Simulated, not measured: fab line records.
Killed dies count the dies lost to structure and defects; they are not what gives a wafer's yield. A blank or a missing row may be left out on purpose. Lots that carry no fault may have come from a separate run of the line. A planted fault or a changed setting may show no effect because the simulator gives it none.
Which tool is to blame? | flow sky130 | 11 lots with 33 wafers sampled at 2 steps, on a route of 708 steps

== WHAT THE GAUGES SHOWED, per wafer ==
SKY_VIA1_THK_MEAS_23: measures by xrf. Usual: VIA1_W_THK typically reads 269 nm, with standard deviation 3.4.
lot  | measured     | on            | VIA1_W_THK (nm) | flag
L333 | day 34 22:24 | film_metro-04 | 272 264 266     |
L334 | day 35 11:19 | film_metro-04 | 271 271 271     |
L337 | day 35 19:40 | film_metro-04 | 267 270 269     |
L339 | day 36 11:10 | film_metro-01 | 274 276 270     |
L342 | day 37 17:04 | film_metro-03 | 264 263 271     |
L346 | day 38 19:22 | film_metro-03 | 263 267 268     |
L347 | day 39 05:44 | film_metro-01 | 273 271 273     |
L348 | day 39 10:52 | film_metro-01 | 267 268 271     |
L349 | day 40 03:49 | film_metro-03 | 267 264 269     |
L353 | day 40 15:46 | film_metro-03 | 267 269 269     |
L354 | day 41 01:10 | film_metro-01 | 271 274 273     |

== WHICH TOOL RAN EACH LOT (tool, then ch and the chambers of the sampled wafers, then the start) ==
lot  | SKY_VIA1_CMP_02
L333 | cmp-02 ch 1,2, day 33 18:48
L334 | cmp-01 ch 1,2, day 34 07:07
L337 | cmp-01 ch 0,1,2, day 34 15:53
L339 | cmp-02 ch 0,2,3, day 35 07:51
L342 | cmp-02 ch 0,1,2, day 36 13:15
L346 | cmp-02 ch 1,2,3, day 37 16:43
L347 | cmp-01 ch 1,2,3, day 38 03:59
L348 | cmp-01 ch 0,3, day 38 07:04
L349 | cmp-02 ch 0,1, day 39 01:40
L353 | cmp-01 ch 0,3, day 39 13:46
L354 | cmp-01 ch 0,1,2, day 39 23:07
- SKY_VIA1_CMP_02: polishes SiO2.

== WHAT THE TOOLS THEMSELVES READ (means of the sampled wafers that have a number; where no wafer has one, the mark that the record gives instead) ==
SKY_VIA1_CMP_02. Usual: motor_current_A at 12.0 A, with a standard deviation of 1.5.
lot  | tool   | motor_current_A (A) | flag
L333 | cmp-02 | 12.4                |
L334 | cmp-01 | 11.5                |
L337 | cmp-01 | 11.5                |
L339 | cmp-02 | 13.0                |
L342 | cmp-02 | 13.1                |
L346 | cmp-02 | 11.5                |
L347 | cmp-01 | 11.4                |
L348 | cmp-01 | 12.2                |
L349 | cmp-02 | 12.9                |
L353 | cmp-01 | 11.9                |
L354 | cmp-01 | 11.4                |

== THE ANSWER, worked out from the rows above alone ==
Rule: lot off if the mean of its wafers having a number is beyond 3 standard deviations from the usual mean. Also off: a lot with no number at a reading for which 4 or more lots have one. Any other lot the step has rows for is counted as sound. The gauges are gone through in route order, then the tools' own readings, and for those a lot's mean is taken as printed above. The first step at which some lot is off is used, and at that step the reading that is off furthest; a lot without a number counts as furthest.
Nothing can be told from this: no lot is off at any reading shown.

== WHAT HAD BEEN PUT IN BY THE SIMULATOR ==
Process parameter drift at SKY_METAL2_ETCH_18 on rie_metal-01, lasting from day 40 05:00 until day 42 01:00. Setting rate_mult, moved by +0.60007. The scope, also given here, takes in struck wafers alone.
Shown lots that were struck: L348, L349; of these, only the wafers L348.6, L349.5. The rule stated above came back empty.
